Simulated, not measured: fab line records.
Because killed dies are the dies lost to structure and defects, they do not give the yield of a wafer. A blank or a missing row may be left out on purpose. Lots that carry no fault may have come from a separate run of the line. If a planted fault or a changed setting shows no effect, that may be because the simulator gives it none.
The tool behind it: which one? / flow sky130 / Sampling: 13 lots, 39 wafers, 3 of 708 route steps

== WHAT EACH GAUGE READ, for each wafer ==
SKY_POLY_GATE_OVL_MEAS_14.
lot=L564; measured=day 16 18:16; on=overlay-01; POLY_GATE_OVL (nm)=-1 3 2
lot=L565; measured=day 17 07:46; on=overlay-02; POLY_GATE_OVL (nm)=3 9 11
lot=L566; measured=day 17 09:52; on=overlay-02; POLY_GATE_OVL (nm)=4 6 4
lot=L568; measured=day 18 02:07; on=overlay-01; POLY_GATE_OVL (nm)=2 4 6
lot=L569; measured=day 18 19:24; on=overlay-02; POLY_GATE_OVL (nm)=-1 -1 1
lot=L572; measured=day 20 01:46; on=overlay-02; POLY_GATE_OVL (nm)=-1 -6 1
lot=L574; measured=day 20 23:40; on=overlay-01; POLY_GATE_OVL (nm)=9 11 7
lot=L576; measured=day 21 13:58; on=overlay-02; POLY_GATE_OVL (nm)=-8 -4 -7
lot=L578; measured=day 22 03:13; on=overlay-01; POLY_GATE_OVL (nm)=3 2 10
lot=L579; measured=day 22 15:04; on=overlay-01; POLY_GATE_OVL (nm)=-2 1 1
lot=L580; measured=day 23 03:04; on=overlay-02; POLY_GATE_OVL (nm)=0 -4 -6
lot=L582; measured=day 23 14:58; on=overlay-02; POLY_GATE_OVL (nm)=10 -3 3
lot=L586; measured=day 25 01:46; on=overlay-01; POLY_GATE_OVL (nm)=2 0 -2

SKY_VIA1_THK_MEAS_23: measures by xrf.
lot=L564; measured=day 34 12:45; on=film_metro-03; VIA1_W_THK (nm)=284 283 281
lot=L565; measured=day 34 20:00; on=film_metro-02; VIA1_W_THK (nm)=285 285 280
lot=L566; measured=day 34 21:45; on=film_metro-03; VIA1_W_THK (nm)=280 275 276
lot=L568; measured=day 35 17:20; on=film_metro-02; VIA1_W_THK (nm)=287 284 286
lot=L569; measured=day 36 03:42; on=film_metro-01; VIA1_W_THK (nm)=281 277 280
lot=L572; measured=day 37 07:09; on=film_metro-03; VIA1_W_THK (nm)=284 280 286
lot=L574; measured=day 38 03:47; on=film_metro-03; VIA1_W_THK (nm)=276 275 277
lot=L576; measured=day 38 09:58; on=film_metro-01; VIA1_W_THK (nm)=271 273 273
lot=L578; measured=day 38 22:44; on=film_metro-03; VIA1_W_THK (nm)=277 275 273
lot=L579; measured=day 39 07:26; on=film_metro-03; VIA1_W_THK (nm)=289 282 280
lot=L580; measured=day 39 20:22; on=film_metro-03; VIA1_W_THK (nm)=284 284 284
lot=L582; measured=day 40 01:22; on=film_metro-01; VIA1_W_THK (nm)=275 275 279
lot=L586; measured=day 41 08:59; on=film_metro-03; VIA1_W_THK (nm)=278 275 276

== WHAT TOOL EACH LOT RAN ON (gives the tool, then ch and the chambers of the sampled wafers, and finally the start) ==
lot=L564; SKY_SONOS_ONO_SOFTBAKE_09=litho_track-04 ch 0, day 12 11:35
lot=L565; SKY_SONOS_ONO_SOFTBAKE_09=litho_track-03 ch 0, day 13 01:23
lot=L566; SKY_SONOS_ONO_SOFTBAKE_09=litho_track-03 ch 0, day 13 02:17
lot=L568; SKY_SONOS_ONO_SOFTBAKE_09=litho_track-04 ch 0, day 13 16:41
lot=L569; SKY_SONOS_ONO_SOFTBAKE_09=litho_track-03 ch 0, day 14 07:05
lot=L572; SKY_SONOS_ONO_SOFTBAKE_09=litho_track-02 ch 0, day 15 07:02
lot=L574; SKY_SONOS_ONO_SOFTBAKE_09=litho_track-03 ch 0, day 16 07:32
lot=L576; SKY_SONOS_ONO_SOFTBAKE_09=litho_track-03 ch 0, day 16 17:46
lot=L578; SKY_SONOS_ONO_SOFTBAKE_09=litho_track-04 ch 0, day 17 08:50
lot=L579; SKY_SONOS_ONO_SOFTBAKE_09=litho_track-03 ch 0, day 17 18:10
lot=L580; SKY_SONOS_ONO_SOFTBAKE_09=litho_track-02 ch 0, day 18 06:01
lot=L582; SKY_SONOS_ONO_SOFTBAKE_09=litho_track-03 ch 0, day 18 15:53
lot=L586; SKY_SONOS_ONO_SOFTBAKE_09=litho_track-02 ch 0, day 20 06:23
- SKY_SONOS_ONO_SOFTBAKE_09: time 60 s.

== AS READ BY THE TOOLS THEMSELVES (means over the sampled wafers that have a number; for cases with no such wafer, the mark the record gives instead) ==
SKY_SONOS_ONO_SOFTBAKE_09.
lot=L564; tool=litho_track-04; chill_plate_temp_C (C)=23.02; heater_power_total_W (W)=56.56; plate_temp_C (C)=89.92; run_length_s (s)=89.15
lot=L565; tool=litho_track-03; chill_plate_temp_C (C)=23.02; heater_power_total_W (W)=56.58; plate_temp_C (C)=90.04; run_length_s (s)=89.01
lot=L566; tool=litho_track-03; chill_plate_temp_C (C)=23.01; heater_power_total_W (W)=56.55; plate_temp_C (C)=90.08; run_length_s (s)=88.96
lot=L568; tool=litho_track-04; chill_plate_temp_C (C)=22.92; heater_power_total_W (W)=56.54; plate_temp_C (C)=90.02; run_length_s (s)=89.09
lot=L569; tool=litho_track-03; chill_plate_temp_C (C)=22.91; heater_power_total_W (W)=56.56; plate_temp_C (C)=89.87; run_length_s (s)=89.03
lot=L572; tool=litho_track-02; chill_plate_temp_C (C)=22.97; heater_power_total_W (W)=56.64; plate_temp_C (C)=90.08; run_length_s (s)=89.36
lot=L574; tool=litho_track-03; chill_plate_temp_C (C)=22.98; heater_power_total_W (W)=56.62; plate_temp_C (C)=89.95; run_length_s (s)=88.95
lot=L576; tool=litho_track-03; chill_plate_temp_C (C)=22.80; heater_power_total_W (W)=56.62; plate_temp_C (C)=89.87; run_length_s (s)=89.01
lot=L578; tool=litho_track-04; chill_plate_temp_C (C)=23.00; heater_power_total_W (W)=56.58; plate_temp_C (C)=90.05; run_length_s (s)=89.09
lot=L579; tool=litho_track-03; chill_plate_temp_C (C)=23.01; heater_power_total_W (W)=58.64; plate_temp_C (C)=-; run_length_s (s)=82.71
lot=L580; tool=litho_track-02; chill_plate_temp_C (C)=23.09; heater_power_total_W (W)=56.62; plate_temp_C (C)=90.13; run_length_s (s)=89.47
lot=L582; tool=litho_track-03; chill_plate_temp_C (C)=23.10; heater_power_total_W (W)=58.65; plate_temp_C (C)=-; run_length_s (s)=82.82
lot=L586; tool=litho_track-02; chill_plate_temp_C (C)=23.08; heater_power_total_W (W)=56.61; plate_temp_C (C)=89.99; run_length_s (s)=89.55

== THE ANSWER, worked out from the rows above alone ==
Rule: the usual values come from the lots themselves. Put in order of their means at a reading, lots are off if they are a third of the lots or fewer, leave a main group of 4 or more, and stand apart from it by a gap of 3 or more times the standard deviation of the main group's means; of several such gaps the widest counts. A main group whose means are all the same, to the digits that the tables above print for the reading, isn't used. Also off: a lot with no number at a reading for which 4 or more lots have one. Any other lot the step has rows for is counted as sound. After the gauges, taken in route order, come the tools' own readings; for these a lot's mean is taken, as printed above. At the first step where some lot is off, the reading lying furthest off is the one used; lots without a number count as furthest.
Off: L579, L582, at SKY_SONOS_ONO_SOFTBAKE_09 (plate_temp_C). Without a number there: L579, L582. The main group has a mean of 90.00 C with a standard deviation of 0.084.
A tool fits if, at that step or a process step before it, it ran every lot that is off, and no sound lot after the first of them. One fits: litho_track-03 at SKY_SONOS_ONO_SOFTBAKE_09. A fault onset in the window from L576 (day 16 17:46, its last sound lot) to L579 (day 17 18:10, its first lot off) fits.
The tool's own readings at SKY_SONOS_ONO_SOFTBAKE_09 bear it out: on the lots that are off they differ by more than 5 times the standard deviation of the sound lots' means. heater_power_total_W reads 58.64 W there against 56.59 W on the sound lots; run_length_s reads 82.76 s there against 89.15 s on the sound lots.
Blank at SKY_SONOS_ONO_SOFTBAKE_09 on the lots that are off, where sound lots have numbers: plate_temp_C.

== WHAT THE SIMULATOR PUT IN ==
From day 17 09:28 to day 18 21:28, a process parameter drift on litho_track-03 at SKY_SONOS_ONO_SOFTBAKE_09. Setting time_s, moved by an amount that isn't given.
Shown lots that were struck: L579, L582. Same finding as the rule above.
